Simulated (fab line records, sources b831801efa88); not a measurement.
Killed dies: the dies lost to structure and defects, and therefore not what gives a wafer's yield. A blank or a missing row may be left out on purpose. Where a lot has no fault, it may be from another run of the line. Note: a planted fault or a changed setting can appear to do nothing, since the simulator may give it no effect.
Matching of chambers	flow sky130	SKY_VIA4_CMP_21 on cmp-02 has 4 sister chambers
The step polishes, stops on SiO2, t overpolish 25 s, target thk 0 nm. 4 wafers are shown with their chamber, then 11 later ones without.

## WAFERS WITH THEIR CHAMBER
wafer	chamber	motor current A (A)
L078.2	0	11.0
L085.4	3	11.5
L085.6	1	9.9
L087.2	2	12.2

## WAFERS WITH NO CHAMBER GIVEN
wafer	motor current A (A)
L087.3	12.0
L087.6	9.9
L090.1	12.1
L090.3	12.0
L090.6	12.5
L092.2	10.1
L092.3	11.6
L092.5	10.4
L096.1	11.6
L096.5	12.6
L096.6	11.2

## WHICH CHAMBER EACH WENT THROUGH
wafer	from the rows above	in truth
L087.3	can't be placed: 2 or 3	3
L087.6	1	1
L090.1	can't be placed: 2 or 3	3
L090.3	can't be placed: 2 or 3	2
L090.6	2	2
L092.2	1	1
L092.3	can't be placed: 3 or 0 or 2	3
L092.5	can't be placed: 1 or 0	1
L096.1	can't be placed: 3 or 0 or 2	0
L096.5	2	2
L096.6	can't be placed: 0 or 3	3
Correct placement for 4 of the 11. Can't be placed from these rows: 7 (the true chamber is among the candidates in 7). Placed wrongly: 0.
How it was worked out, from the rows above alone: a wafer's distance from a chamber is the root of the sum, over the readings, of the square of ((its reading less the chamber's mean) divided by the reading's scatter). If the next closest chamber is less than 2 further off than the closest, the wafer can't be placed; otherwise it belongs to the closest. The mean given for a chamber averages the wafers shown for that chamber. The scatter: root of mean squared gap, hidden wafer to nearest shown wafer, with one shown wafer a chamber.
